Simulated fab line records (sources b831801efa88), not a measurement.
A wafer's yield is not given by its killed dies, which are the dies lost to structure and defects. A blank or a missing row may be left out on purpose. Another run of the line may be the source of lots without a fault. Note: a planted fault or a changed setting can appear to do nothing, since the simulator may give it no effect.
2 desks, one fault    flow sky130    each desk holds nothing but its own numbers, with what lay behind them at the end

## THE METROLOGY DESK
Lot by lot, what the gauges showed, no matter which tool ran the lot: averages of those sampled wafers that carry a number. The brackets show how far a lot's mean lies from the usual mean; more than 4 standard deviations puts the lot out of limits, marked OUT.
Columns: A = VIA4_BOW at SKY_VIA4_BOW_MEAS_03, usual 79 um; B = VIA4_OVL at SKY_VIA4_OVL_MEAS_11, usual 0.5 nm; C = VIA4_W_THK at SKY_VIA4_THK_MEAS_20, usual 520 nm
lot   first seen here  A   B     C
L865  day 42 01:52     74  0.4   519
L866  day 42 08:50     80  -0.9  518
L869  day 42 22:41     92  2.6   525
L870  day 43 16:53     89  1.8   522
L871  day 43 18:19     80  1.6   519
L872  day 44 04:04     71  0.5   520
L874  day 44 09:35     77  2.6   517
L876  day 45 02:10     72  1.6   533
L877  day 45 12:02     81  -0.8  521
L878  day 45 14:53     74  -1.1  512
L882  day 46 16:22     80  0.4   519
L883  day 47 03:48     88  -0.2  517
L886  day 48 02:08     92  1.4   521
This desk found nothing out of limits on any of the 13 lots.

## THE TOOL OWNER'S DESK: wet-bench-02
The tool's own readings at SKY_METAL5_STRIP_17 (strips in post etch residue remover, time 1200 s): means of the sampled wafers that have a number, for each lot that ran on this tool. The brackets show how far a lot's mean lies from the usual mean; more than 4 standard deviations puts the lot out of limits, marked OUT.
Columns: A = bath-guard-temp-C at SKY_METAL5_STRIP_17, usual 72.7 C; B = temp-c at SKY_METAL5_STRIP_17, usual 72.53 C
lot   first seen here  A     B
L877  day 47 07:12     72.4  72.49
L878  day 47 10:37     72.9  72.56
L882  day 48 09:21     72.9  72.62
L886  day 49 16:21     70.9  70.37 (-15) OUT
This desk's verdict: out of limits on L886, starting with L886 at day 49 16:21 (temp-c at SKY_METAL5_STRIP_17). L877, L878, L882 stayed within limits.

## TAKEN TOGETHER
On L886, at day 49 16:21, an alarm was possible from the tool owner's desk.
Nothing out of limits was seen by the metrology desk.
The metrology desk holds a record of L886, inside its limits.
Every lot named ran SKY_METAL5_STRIP_17 on wet-bench-02.

## WHAT HAD BEEN PUT IN BY THE SIMULATOR
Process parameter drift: wet-bench-02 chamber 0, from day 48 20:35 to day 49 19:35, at SKY_METAL5_STRIP_17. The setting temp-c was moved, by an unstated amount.
Lots struck among those shown: L886.
Each desk's first reading out of limits, in hours after the fault started: the tool owner's desk, 20.
